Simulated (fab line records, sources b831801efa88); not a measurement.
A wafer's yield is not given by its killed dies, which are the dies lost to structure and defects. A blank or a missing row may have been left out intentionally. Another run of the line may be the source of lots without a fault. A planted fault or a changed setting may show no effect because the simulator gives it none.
fab line records | flow gf180mcu | part 2 of 2: steps 24 to 33 of 33
record: lots: 5 wafers: 15 last-day: 34
route steps=602 shown HV_LDD@218 NSD@235 PSD@248
lots with no fault: from the same line, run without faults
start-h: the number of hours between the record's first day and the start of the first shown wafer of the lot | wait-h: hours elapsed since this lot's preceding step | " unchanged from the row above | L1.1+2: one row covering several wafers at once | - no value present, or no start provided | * or withheld: withheld | < > ~ a bound
route shown NAME@n: NAME is a module with steps in the file, n the number in the route of the first one | usual: the fault-free wafers' mean and standard deviation | same: alike in all rows | chamber/n: place in a boat | sites: the reading at each site | _std_site: their standard deviation | _edge_site: outer sites' mean less inner sites' | radius-mm: for every site, how far away it sits from the centre of the wafer | mask NAME#n: copy n | behind: the most recent tool/chamber to have shaped the wafer | hold: why the lot went on hold/how many hours it stayed there/how the hold came to an end | device: whichever transistor did not switch (one of n, p or np) | end of line: the tests these same wafers got at the end of their route | step lacking rows: just its recipe | killed: count of dies lost to structure and defects at first sort (not the wafer's yield) | map: the dies of a wafer, with x for killed, . for not killed, _ for no die there
set.NAME: the setting the step ran with; set.NAME@STEP: the setting that earlier step ran with | model.NAME: the simulator's own value behind a step, which no gauge read
a table for each step, a row for each wafer; lots at some steps of the route
services: when a tool's chamber went out of use (start-h, in hours from the record's first day, below 0 if earlier), for how many hours, and the reason
== steps ==
step: GF_NSD_DEVELOP_06
recipe: develop-time-s: 60 dev-temp-c: 23
usual: chill-plate-temp-C: 23.01/0.1 exhaust-pa: 45.0/0.78
columns lot.wafer tool chamber start-h wait-h chill-plate-temp-C exhaust-pa
L088.1 litho-track-04 0 414.66 0.1 23.03 44.4
L088.2 " 0 " " 22.96 45.1
L088.3 " 0 " " 22.99 44.6
L090.1 litho-track-01 0 425.73 0.1 23.03 45.4
L090.3 " 0 " " 23.05 45.3
L090.4 " 0 " " 23.09 46.0
L093.1 litho-track-04 0 465.61 0.1 22.89 44.5
L093.2 " 0 " " 23.03 44.2
L093.4 " 0 " " 22.94 44.6
L096.1 litho-track-01 0 479.68 0.1 23.01 44.3
L096.3 " 0 " " 22.95 44.3
L096.5 " 0 " " 23.23 44.6
L095.1 litho-track-01 0 480.58 0.1 22.85 44.7
L095.3 " 0 " " 22.94 43.9
L095.6 " 0 " " 23.06 45.5
step: GF_NSD_CD_MEAS_07
recipe: target-cd-nm: 400
usual: cd-nm: 399.1/2
columns lot.wafer tool chamber start-h wait-h cd-nm
L088.1 cd-sem-02 - 414.81 0.1 398.5
L088.2 " - " " 400.3
L088.3 " - " " 397.8
L090.1 cd-sem-02 - 425.88 0.1 399.0
L090.3 " - " " 396.5
L090.4 " - " " 396.5
L093.1 cd-sem-02 - 465.76 0.1 397.8
L093.2 " - " " 395.4
L093.4 " - " " 398.4
L096.1 cd-sem-02 - 479.83 0.1 396.9
L096.3 " - " " 396.9
L096.5 " - " " 398.5
L095.1 cd-sem-02 - 480.73 0.1 399.6
L095.3 " - " " 400.2
L095.6 " - " " 400.9
step: GF_NSD_OVL_MEAS_08
usual: NSD_OVL: 0.6/1.3
columns lot.wafer tool chamber start-h wait-h NSD_OVL[nm]
L088.1 overlay-02 - 414.93 0.1 0.0
L088.2 " - " " 0.7
L088.3 " - " " 0.2
L090.1 overlay-01 - 426.00 0.1 1.4
L090.3 " - " " 0.6
L090.4 " - " " 0.4
L093.1 overlay-01 - 465.88 0.1 -0.3
L093.2 " - " " 0.5
L093.4 " - " " 0.7
L096.1 overlay-01 - 479.95 0.1 1.6
L096.3 " - " " 2.7
L096.5 " - " " 1.3
L095.1 overlay-02 - 480.85 0.1 -1.3
L095.3 " - " " -1.6
L095.6 " - " " -1.4
step: GF_NSD_IMPLANT_09
recipe: species: As energy-kev: 60 dose-cm2: 4e+15 tilt-deg: 7
columns lot.wafer tool chamber start-h wait-h
L088.1+2+3 implanter-04 0 414.97 0.0
L090.1+3+4 implanter-02 0 426.04 0.0
L093.1+2+4 implanter-04 0 465.92 0.0
L096.1+3+5 implanter-02 0 479.98 0.0
L095.1+3+6 implanter-03 0 480.88 0.0
step: GF_NSD_IMPLANT_10
recipe: species: P energy-kev: 40 dose-cm2: 5e+14 tilt-deg: 7
columns lot.wafer tool chamber start-h wait-h
L088.1+2+3 implanter-04 0 415.12 0.1
L090.1+3+4 implanter-02 0 426.19 0.1
L093.1+2+4 implanter-04 0 466.07 0.1
L096.1+3+5 implanter-02 0 480.13 0.1
L095.1+3+6 implanter-03 0 481.03 0.1
step: GF_NSD_STRIP_11
recipe: chemistry: O2/N2 power-w: 1400 pressure-mtorr: 1500 platen-temp-c: 250 o2-flow-sccm: 3000 n2-flow-sccm: 300 overash-fraction: 0.5
usual: drypump-motor-current-A: 5.5/0.48 heater-power-w: 339/57 oes-product-au: 0.487/0.005 strip-time-to-endpoint-s: 22.97/0.035
same: overash-fraction: 0.5
columns lot.wafer tool chamber start-h wait-h drypump-motor-current-A heater-power-w oes-product-au rf-hours-counter-h strip-time-to-endpoint-s
L088.1 plasma-asher-03 0 415.27 0.1 5.0 276 0.483 82 22.98
L088.2 " 1 " " 6.1 287 0.478 82 22.98
L088.3 " 0 " " 5.0 267 0.488 - 23.01
L090.1 plasma-asher-03 1 426.34 0.1 6.2 300 0.497 84 22.92
L090.3 " 1 " " 6.1 282 0.482 - 22.93
L090.4 " 0 " " 5.0 267 0.488 - 22.93
L093.1 plasma-asher-02 0 466.22 0.1 5.1 327 0.489 60 22.91
L093.2 " 1 " " 5.1 406 0.487 60 22.90
L093.4 " 1 " " 5.2 409 0.491 - 22.91
L096.1 plasma-asher-03 0 480.28 0.1 5.0 273 0.494 89 22.96
L096.3 " 1 " " 6.1 286 0.489 - 22.96
L096.5 " 0 " " 5.0 273 0.486 - 22.96
L095.1 plasma-asher-02 1 481.18 0.1 5.2 405 0.482 61 22.96
L095.3 " 1 " " 5.2 416 0.486 - 23.01
L095.6 " 0 " " 5.1 312 0.489 - 22.97
step: GF_NSD_TW_MEAS_12
usual: NSD_TW: 4278/32
columns lot.wafer tool chamber start-h wait-h NSD_TW
L088.1 film-metro-02 - 415.37 0.1 4265
L088.2 " - " " 4296
L088.3 " - " " 4259
L090.1 film-metro-03 - 426.44 0.1 4248
L090.3 " - " " 4262
L090.4 " - " " 4257
L093.1 film-metro-01 - 466.32 0.1 4301
L093.2 " - " " 4316
L093.4 " - " " 4319
L096.1 film-metro-01 - 480.38 0.1 4322
L096.3 " - " " 4292
L096.5 " - " " 4314
L095.1 film-metro-02 - 481.28 0.1 4300
L095.3 " - " " 4285
L095.6 " - " " 4315
step: GF_PSD_DEHYDRATE_00
recipe: temp-c: 200 time-s: 60
usual: chill-plate-temp-C: 23.00/0.1 exhaust-pa: 45.3/0.89
columns lot.wafer tool chamber start-h wait-h chill-plate-temp-C exhaust-pa
L088.1 litho-track-02 0 426.79 11.4 23.04 46.9
L088.2 " 0 " " 23.02 46.1
L088.3 " 0 " " 23.14 45.6
L090.1 litho-track-04 0 438.36 11.9 22.84 44.2
L090.3 " 0 " " 22.90 44.2
L090.4 " 0 " " 22.90 43.8
L093.1 litho-track-02 0 477.44 11.1 22.86 44.6
L093.2 " 0 " " 22.87 46.7
L093.4 " 0 " " 22.85 46.0
L096.1 litho-track-01 0 491.93 11.5 22.96 45.7
L096.3 " 0 " " 23.03 45.7
L096.5 " 0 " " 23.01 44.8
L095.1 litho-track-01 0 492.53 11.2 23.23 45.0
L095.3 " 0 " " 22.93 45.9
L095.6 " 0 " " 22.95 45.3
step: GF_PSD_HMDS_01
recipe: prime-time-s: 60 prime-temp-c: 120
usual: chill-plate-temp-C: 23.00/0.11 exhaust-pa: 45.2/0.87
columns lot.wafer tool chamber start-h wait-h chill-plate-temp-C exhaust-pa
L088.1 litho-track-02 0 426.94 0.1 23.01 46.0
L088.2 " 0 " " 23.27 44.6
L088.3 " 0 " " 23.06 45.3
L090.1 litho-track-04 0 438.51 0.1 22.89 44.2
L090.3 " 0 " " 22.96 44.5
L090.4 " 0 " " 22.85 45.3
L093.1 litho-track-02 0 477.59 0.1 23.21 45.1
L093.2 " 0 " " 23.18 45.4
L093.4 " 0 " " 23.25 45.5
L096.1 litho-track-01 0 492.08 0.1 22.99 45.3
L096.3 " 0 " " 22.96 45.4
L096.5 " 0 " " 22.98 44.1
L095.1 litho-track-01 0 492.68 0.1 22.97 44.1
L095.3 " 0 " " 22.90 45.5
L095.6 " 0 " " 22.91 45.3
step: GF_PSD_COAT_02
recipe: resist: NOVOLAK spin-rpm: 3000 resist-thk-nm: 1000
usual: chill-plate-temp-C: 23.01/0.1 exhaust-pa: 44.9/0.91 spin-speed-rpm: 3000.1/1.5
columns lot.wafer tool chamber start-h wait-h chill-plate-temp-C exhaust-pa spin-speed-rpm
L088.1 litho-track-02 0 427.09 0.1 23.07 46.0 3000.8
L088.2 " 0 " " 23.07 45.7 2999.2
L088.3 " 0 " " 23.01 43.1 3002.6
L090.1 litho-track-04 0 438.66 0.1 23.14 45.8 3000.5
L090.3 " 0 " " 23.12 44.8 2999.5
L090.4 " 0 " " 22.99 44.7 3000.9
L093.1 litho-track-02 0 477.74 0.1 22.97 45.0 2999.0
L093.2 " 0 " " 23.04 46.8 3000.2
L093.4 " 0 " " 23.00 45.8 3000.1
L096.1 litho-track-01 0 492.23 0.1 23.00 44.2 3002.1
L096.3 " 0 " " 22.83 45.8 3002.2
L096.5 " 0 " " 23.03 44.1 3003.1
L095.1 litho-track-01 0 492.83 0.1 22.99 43.7 2999.3
L095.3 " 0 " " 23.10 45.0 3000.4
L095.6 " 0 " " 23.00 44.1 3002.2
== services ==
columns tool chamber start-h hours kind
iline-stepper-02 - 359.41 6.0 repair
implanter-02 - 361.64 18.2 repair
rie-diel-03 0 362.85 3.9 repair
iline-stepper-02 - 365.41 8.9 pm
implanter-01 - 366.89 11.1 pm
plasma-asher-01 - 372.17 0.5 repair
plasma-asher-04 - 376.84 4.5 repair
rie-diel-02 0 385.91 13.5 repair
wet-bench-04 - 388.50 6.6 repair
implanter-04 - 389.20 24.6 pm
implanter-03 - 389.85 1.0 repair
implanter-03 - 399.17 6.4 repair
iline-stepper-02 - 405.04 7.9 repair
wet-bench-04 - 417.28 2.2 repair
rie-diel-04 - 431.60 0.3 repair
wet-bench-03 - 434.23 3.1 repair
rie-diel-04 - 444.40 14.6 pm
rie-diel-02 1 453.72 32.0 repair
implanter-03 - 464.01 0.7 repair
implanter-04 - 475.29 5.9 repair
iline-stepper-01 - 475.67 1.7 pm
rie-diel-02 3 476.62 7.0 repair
rie-diel-02 2 482.07 7.0 repair
plasma-asher-02 - 490.70 4.3 pm
